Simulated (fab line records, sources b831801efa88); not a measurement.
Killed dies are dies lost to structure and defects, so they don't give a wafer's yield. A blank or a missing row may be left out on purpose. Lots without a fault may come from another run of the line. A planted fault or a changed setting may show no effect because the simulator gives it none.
Problem report in the 8D (eight disciplines) form, filled by code | flow sky130 | the parts of the form that need people (team, actions taken, sign-off) are left out

1. THE PROBLEM
heater_power_total_W at SKY_RES_XHIGH_SOFTBAKE_03 reads a mean of 62.54 W on 1 wafer of 1 lot; wafers without a fault read 56.59 W with a standard deviation of 0.047. That is +99 or more standard deviations from the usual mean.
The step: time 60 s.
First seen on wafer L214.1, day 32 01:04, on litho_track-04. The record holds 15 wafers of 5 lots with a number at this step. Rule for "out", or "out of limits": more than 4 standard deviations from the usual mean. The other wafers with a number count as sound.

2. WHAT IT IS AND WHAT IT IS NOT
question                    | is                                 | is not
which readings at this step | heater_power_total_W, run_length_s | -
which lots                  | L214                               | L205, L208, L217, L220
which wafers of those lots  | L214.1                             | L214.4, L214.5
read on which tools         | litho_track-04                     | litho_track-02, litho_track-03
when                        | from day 32 01:04                  | up to then (8 sound wafers); but 6 sound wafers of L217, L220 came after

3. SUSPECTS, AND WHAT RULES EACH OUT
Counting: a tool at a process step up to the reading stays a suspect if it ran every lot that is out. Sound lots after the first of them don't rule it out here, since some wafers of a struck lot are sound.
- plasma_asher-01 at SKY_SD_P_STRIP_10 (strips in O2/N2): kept. It ran the lot that is out, L214 (day 31 11:34).
- litho_track-04 at SKY_RES_XHIGH_SOFTBAKE_03 (time 60 s): kept. It ran the lot that is out, L214 (day 32 01:04); its last sound lot up to then is L208 (day 30 04:46). Its own readings are out on those wafers: heater_power_total_W, run_length_s.
Left after counting: plasma_asher-01 at SKY_SD_P_STRIP_10, litho_track-04 at SKY_RES_XHIGH_SOFTBAKE_03.

4. THE CAUSE (what the simulator had put in)
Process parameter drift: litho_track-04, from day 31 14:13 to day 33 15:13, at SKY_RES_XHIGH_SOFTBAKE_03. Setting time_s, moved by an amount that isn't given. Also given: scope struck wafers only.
Counting left 2 suspects, and this tool is among them.

5. THE CHAIN OF EFFECTS, in route order
Each row: a reading whose mean over the struck wafers that have a number lies more than 3 standard deviations from the usual. Only readings for which the record gives a usual standard deviation are gone through. hours: the time from each lot's start at the first step in this table that gives one to its start at this step, as a median over the lots. sigmas: the change in usual standard deviations.
hours | step                      | reading              | usual   | on struck wafers | change | sigmas
0     | SKY_RES_XHIGH_SOFTBAKE_03 | heater_power_total_W | 56.59 W | 62.54            | +5.95  | +99 or more
0     | SKY_RES_XHIGH_SOFTBAKE_03 | run_length_s         | 89.02 s | 73.35            | -15.67 | -99 or more
The process steps in it:
- SKY_RES_XHIGH_SOFTBAKE_03: time 60 s.

6. WHAT WOULD HAVE CAUGHT IT SOONER
In this record the first reading out of limits was taken at day 32 01:04, 11 hours after the fault began at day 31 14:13.
